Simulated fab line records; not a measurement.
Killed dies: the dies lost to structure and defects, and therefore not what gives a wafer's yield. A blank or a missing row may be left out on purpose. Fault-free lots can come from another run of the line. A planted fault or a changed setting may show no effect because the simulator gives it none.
A lot that was struck, set against a sound lot / flow sky130 / 15 out of 708 route steps
Sound: wafers L881.1, L881.2, L881.6. Wafers struck: L882.2, L882.5. The cause is named last.
Order at every step that has rows: each side's tool, ch and its chambers, its first start. Under that, the readings that differ: sound wafers / struck wafers / difference of the means / sigmas: that difference in standard deviations of wafers without a fault.
alike: same words and numbers on both sides, and readings whose means sit less than 2 such deviations apart. not compared: any withheld reading, any reading some wafer has no value for, any bound like >300 that may hide the same value, and any number with overlapping values for which the record gives no deviation.
Wherever a step has rows on one side only, a row that says differs or no value, or a row with sigmas, the two part there. Numbers that have no deviation but don't overlap get no sigmas and don't part them. A reading that every wafer of one side lacks parts them only if that side has two wafers or more.

first, 3 steps without rows for these wafers: SKY_METAL2_EXPOSE_12 (exposes mask MM2, target cd 140 nm); SKY_METAL2_PEB_13; SKY_METAL2_DEVELOP_14 (develop time 60 s).
SKY_METAL2_CD_MEAS_15: target cd 140 nm.
  sound on cd_sem-01, day 43 14:55; struck on cd_sem-01, day 43 20:17
  alike: cd_nm
SKY_METAL2_OVL_MEAS_16:
  sound on overlay-01, day 43 15:02; struck on overlay-02, day 43 20:24
  alike: METAL2_OVL
SKY_METAL2_DESCUM_17: chemistry O2, time 8 s.
  sound on rie_metal-03 ch 1, day 43 15:05; struck on rie_metal-04 ch 1, day 43 20:26
reading=drypump_motor_current_A (A); sound=5.0 5.0 5.0; struck=5.8 5.7; difference=+0.8; sigmas=+2
reading=oes_product_au (a.u.); sound=0.987 0.990 0.990; struck=1.019 1.023; difference=+0.032; sigmas=+2
  not compared: rf_hours_counter_h
SKY_METAL2_ETCH_18: etches BARC in N2/H2, stops on SiO2, time 45.9 s, target depth 60 nm.
  sound on rie_metal-03 ch 1, day 43 15:08; struck on rie_metal-04 ch 1, day 43 20:28
reading=drypump_motor_current_A (A); sound=5.0 5.0 5.0; struck=5.7 5.7; difference=+0.7; sigmas=+2
  alike: oes_product_au, throttle_valve_pct
  not compared: rf_hours_counter_h
SKY_METAL2_METAL_ETCH_19: etches the open film in Cl2/BCl3, stops on SiO2, target depth 360 nm, time 78 s.
  sound on rie_metal-03 ch 1, day 43 15:16; struck on rie_metal-04 ch 1, day 43 20:31
reading=drypump_motor_current_A (A); sound=5.0 5.0 5.0; struck=5.7 5.7; difference=+0.7; sigmas=+2
  alike: oes_product_au, throttle_valve_pct
  not compared: rf_hours_counter_h
SKY_METAL2_STRIP_20: strips in O2/N2.
  sound on plasma_asher-04 ch 0,1, day 43 15:27; struck on plasma_asher-03 ch 1, day 43 20:37
reading=drypump_motor_current_A (A); sound=5.81 5.81 5.82; struck=5.14 5.15; difference=-0.67; sigmas=-3
reading=strip_time_to_endpoint_s (s); sound=2.78 2.75 2.76; struck=2.62 2.58; difference=-0.16; sigmas=-2
  alike: oes_product_au
  not compared: rf_hours_counter_h
then, 3 steps without rows for these wafers: SKY_METAL2_STRIP_21 (strips in post etch residue remover, time 1200 s); SKY_METAL2_CLEAN_22 (cleans in IPA, time 180 s); SKY_METAL2_CLEAN_23 (cleans in O3/DIW).
SKY_VIA2_HDPCVD_00: deposits SiO2, target thk 1180 nm, time 196.7 s.
  sound on hdpcvd-02 ch 0,2, day 43 16:06; struck on hdpcvd-01 ch 1,2, day 43 21:12
reading=run_length_s (s); sound=224.4 224.3 224.4; struck=213.9 215.0; difference=-9.9; sigmas=-24
reading=model.SiO2_of_VIA2_HDPCVD_00.thk_nm (nm); sound=1164 1159 1169; struck=1133 1110; difference=-42; sigmas=
SKY_VIA2_THK_MEAS_01:
  sound on film_metro-01, day 43 16:13; struck on film_metro-04, day 43 21:20
reading=VIA2_HDPCVD_THK (nm); sound=1163 1159 1169; struck=1133 1111; difference=-42; sigmas=-3
SKY_VIA2_CMP_02: polishes SiO2.
  sound on cmp-01 ch 0,1,2, day 43 16:23; struck on cmp-02 ch 0,3, day 43 21:31
  alike: motor_current_A

WHERE THEY PART
First at SKY_METAL2_DESCUM_17; last, within this record, at SKY_VIA2_THK_MEAS_01. Later steps at which nothing parts them and some readings are alike: SKY_VIA2_CMP_02.

WHY: whatever the simulator had introduced
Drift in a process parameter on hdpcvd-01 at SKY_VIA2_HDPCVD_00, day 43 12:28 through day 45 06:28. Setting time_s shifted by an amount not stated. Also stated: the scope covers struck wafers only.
